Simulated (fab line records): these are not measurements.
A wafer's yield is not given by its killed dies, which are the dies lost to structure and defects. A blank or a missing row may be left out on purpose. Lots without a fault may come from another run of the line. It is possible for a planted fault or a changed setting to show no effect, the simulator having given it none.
Matching of chambers | flow sky130 | SKY_VIA2_CMP_24 on cmp-02: 4 sister chambers
The step polishes, stops on SiO2, t overpolish 20 s, target thk 0 nm. 8 wafers are shown with their chamber, then 7 later ones without.

== WAFERS, EACH WITH ITS CHAMBER ==
wafer  | chamber | motorCurrentA (A) | timeToEndpointS (s)
L974.1 | 3       | 7.9               | 100
L974.5 | 0       | 11.9              | 110
L974.6 | 3       | 8.5               | 99
L975.2 | 1       | 10.8              | 105
L975.3 | 2       | 12.0              | 112
L975.5 | 2       | 12.1              | 109
L976.1 | 0       | 11.4              | 109
L976.2 | 1       | 10.8              | 103

== WAFERS MISSING THEIR CHAMBER ==
wafer  | motorCurrentA (A) | timeToEndpointS (s)
L976.5 | 8.6               | 98
L988.1 | 11.3              | 112
L988.2 | 12.2              | 108
L988.6 | 10.1              | 109
L990.1 | 11.4              | 115
L990.2 | 10.7              | 112
L990.5 | 8.8               | 102

== EACH ONE'S CHAMBER ==
wafer  | from the rows above          | in truth
L976.5 | 3                            | 3
L988.1 | can't be placed: 0 or 2      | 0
L988.2 | can't be placed: 2 or 0      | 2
L988.6 | can't be placed: 1 or 0      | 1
L990.1 | can't be placed: 2 or 0      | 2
L990.2 | can't be placed: 0 or 2 or 1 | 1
L990.5 | 3                            | 3
2 of 7 placed correctly. Not placeable from these rows: 5 (in 5, the candidates include the true chamber). 0 placed wrongly.
How it was worked out, from the rows above alone: a wafer's distance from a chamber is the root of the sum, over the readings, of the square of ((its reading less the chamber's mean) divided by the reading's scatter). If the next closest chamber is less than 2 further off than the closest, the wafer can't be placed; otherwise it belongs to the closest. Each chamber's mean is taken over the wafers shown for it. The scatter: take each reading less its chamber's mean, square it, sum over the shown wafers, divide by the number of wafers less the number of chambers, and take the root.
